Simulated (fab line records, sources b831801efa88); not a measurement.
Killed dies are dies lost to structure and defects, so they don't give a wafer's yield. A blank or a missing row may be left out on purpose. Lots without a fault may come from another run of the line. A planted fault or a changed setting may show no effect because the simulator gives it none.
A struck lot beside a sound one | flow sky130 | 42 steps out of a route of 708
Sound: wafers L694.3, L694.5, L694.6. Struck: wafers L704.2, L704.3, L704.4. The cause comes at the end.
At each step with rows: each side's tool, then ch and its chambers, then its first start. Under that, the readings that differ: sound wafers | struck wafers | difference of the means | sigmas: that difference in standard deviations of wafers without a fault.
alike: readings whose means differ by less than 2 such deviations, and words and numbers that are the same on both sides. not compared: withheld readings, readings that some wafer has no value for, bounds like >300 that may hide the same value, and numbers for which the record gives no deviation and whose values overlap.
The two part at a step that has a row with sigmas, a row that says differs or no value, or rows on one side only. Numbers that don't overlap but have no deviation are shown without sigmas and don't part them. A reading that every wafer of one side lacks parts them only if that side has two wafers or more.

SKY_NWELL_OVL_MEAS_10:
  sound on overlay-01, day 5 04:11; struck on overlay-02, day 7 14:55
  alike: NWELL_00_OVL
then, 3 steps without rows for these wafers: SKY_NWELL_IMPLANT_11; SKY_NWELL_IMPLANT_12; SKY_NWELL_IMPLANT_13.
SKY_NWELL_STRIP_14: strips in O2/N2.
  sound on plasma_asher-03 ch 0,1, day 5 04:41; struck on plasma_asher-01 ch 0,1, day 7 15:24
  alike: drypump_motor_current_A, oes_product_au, strip_time_to_endpoint_s
  not compared: rf_hours_counter_h
SKY_NWELL_TW_MEAS_15:
  sound on film_metro-01, day 5 04:47; struck on film_metro-01, day 7 15:31
  alike: NWELL_TW
then, 6 steps without rows for these wafers: SKY_NWELL_DEHYDRATE_16 (time 60 s); SKY_NWELL_HMDS_17 (prime time 60 s); SKY_NWELL_COAT_18 (resist thk 3000 nm); SKY_NWELL_SOFTBAKE_19; SKY_NWELL_EXPOSE_20 (exposes mask NWM COMPLEMENT, target cd 840 nm); SKY_NWELL_PEB_21.
SKY_NWELL_DEVELOP_22: develop time 60 s.
  sound on litho_track-04 ch 0, day 5 23:00; struck on litho_track-02 ch 0, day 8 11:00
  reading                | sound             | struck            | difference | sigmas
  resist_line_temp_C (C) | 22.97 22.89 22.78 | 23.09 23.07 23.20 | +0.24      | +2
SKY_NWELL_OVL_MEAS_23:
  sound on overlay-01, day 5 23:13; struck on overlay-01, day 8 11:52
  alike: NWELL_01_OVL
then, 1 step without rows for these wafers: SKY_NWELL_IMPLANT_24.
SKY_NWELL_STRIP_25: strips in O2/N2.
  sound on plasma_asher-01 ch 0,1, day 5 23:26; struck on plasma_asher-03 ch 0,1, day 8 12:03
  alike: drypump_motor_current_A, oes_product_au, strip_time_to_endpoint_s
  not compared: rf_hours_counter_h
SKY_NWELL_TW_MEAS_26:
  sound on film_metro-03, day 5 23:31; struck on film_metro-04, day 8 12:10
  reading    | sound             | struck            | difference | sigmas
  NWELL_2_TW | 500.8 501.8 499.7 | 507.6 509.5 508.1 | +7.6       | +3
then, 1 step without rows for these wafers: SKY_NWELL_CLEAN_27 (cleans in SC1/SC2, time 150 s).
SKY_NWELL_RTA_28: time 30 s.
  sound on rtp_anneal-01 ch 0, day 5 23:38; struck on rtp_anneal-01 ch 0, day 8 12:17
  alike: chamber_o2_ppm, lamp_power_pct, wafer_temp_C_max
SKY_NWELL_RS_MEAS_29: measures by four-point-probe.
  sound on film_metro-04, day 5 23:45; struck on film_metro-03, day 8 12:23
  alike: NWELL_RS
SKY_NWELL_RS_MEAS_31: measures by four-point-probe.
  sound on film_metro-04, day 5 23:59; struck on film_metro-03, day 8 12:37
  alike: PWDE_RS
then, 7 steps without rows for these wafers: SKY_VT_ADJUST_HVTP_DEHYDRATE_00 (time 60 s); SKY_VT_ADJUST_HVTP_HMDS_01 (prime time 60 s); SKY_VT_ADJUST_HVTP_COAT_02 (resist thk 1140 nm); SKY_VT_ADJUST_HVTP_SOFTBAKE_03 (time 60 s); SKY_VT_ADJUST_HVTP_EXPOSE_04 (exposes mask HVTPM, target cd 380 nm); SKY_VT_ADJUST_HVTP_PEB_05; SKY_VT_ADJUST_HVTP_DEVELOP_06 (develop time 60 s).
SKY_VT_ADJUST_HVTP_CD_MEAS_07: target cd 380 nm.
  sound on cd_sem-02, day 6 18:46; struck on cd_sem-01, day 9 09:18
  alike: cd_nm
SKY_VT_ADJUST_HVTP_OVL_MEAS_08:
  sound on overlay-01, day 6 18:52; struck on overlay-02, day 9 09:25
  alike: VT_ADJUST_HVTP_OVL
then, 1 step without rows for these wafers: SKY_VT_ADJUST_HVTP_IMPLANT_09.
SKY_VT_ADJUST_HVTP_STRIP_10: strips in O2/N2.
  sound on plasma_asher-04 ch 0,1, day 6 19:04; struck on plasma_asher-03 ch 0,1, day 9 09:35
  reading                     | sound       | struck      | difference | sigmas
  drypump_motor_current_A (A) | 5.0 5.6 5.0 | 5.9 5.9 6.0 | +0.7       | +2
  alike: oes_product_au, strip_time_to_endpoint_s
  not compared: rf_hours_counter_h
SKY_VT_ADJUST_HVTP_TW_MEAS_11:
  sound on film_metro-02, day 6 19:10; struck on film_metro-02, day 9 09:42
  alike: VT_ADJUST_HVTP_TW
then, 7 steps without rows for these wafers: SKY_VT_ADJUST_LVTN_DEHYDRATE_00 (time 60 s); SKY_VT_ADJUST_LVTN_HMDS_01 (prime time 60 s); SKY_VT_ADJUST_LVTN_COAT_02 (resist thk 3000 nm); SKY_VT_ADJUST_LVTN_SOFTBAKE_03; SKY_VT_ADJUST_LVTN_EXPOSE_04 (exposes mask NWM COMPLEMENT LESS NATIVE, target cd 840 nm); SKY_VT_ADJUST_LVTN_PEB_05; SKY_VT_ADJUST_LVTN_DEVELOP_06 (develop time 60 s).
SKY_VT_ADJUST_LVTN_OVL_MEAS_07:
  sound on overlay-01, day 7 13:48; struck on overlay-01, day 10 07:02
  alike: VT_ADJUST_LVTN_OVL
-- the record jumps here: 39 days lie between the struck wafers' starts before and after (it left off in module VT_ADJUST_LVTN and takes up again in module PAD_OPEN, whose first step shown is number 708 of the route) --
SKY_PAD_OPEN_PROBE_99:
  sound on prober-01, day 46 04:07; struck on prober-02, day 48 19:42
  reading                                 | sound          | struck         | difference | sigmas
  model.etest.res_iso_pwell.width_nm (nm) | 2648 2652 2643 | 2626 2620 2616 | -27        |
  alike: killed_at_M0_to_M3, killed_at_M4_up, killed_at_contacts, killed_at_front_end, killed_at_other, killed_dies, killed_open, killed_short

WHERE THEY PART
First at SKY_NWELL_DEVELOP_22; last, within this record, at SKY_VT_ADJUST_HVTP_STRIP_10. Later steps at which nothing parts them and some readings are alike: SKY_VT_ADJUST_HVTP_TW_MEAS_11, SKY_VT_ADJUST_LVTN_OVL_MEAS_07, SKY_PAD_OPEN_PROBE_99.

WHY: what the simulator had put in
Process parameter drift: litho_track-02, from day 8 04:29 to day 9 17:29, at SKY_NWELL_DEVELOP_22. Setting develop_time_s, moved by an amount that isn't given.
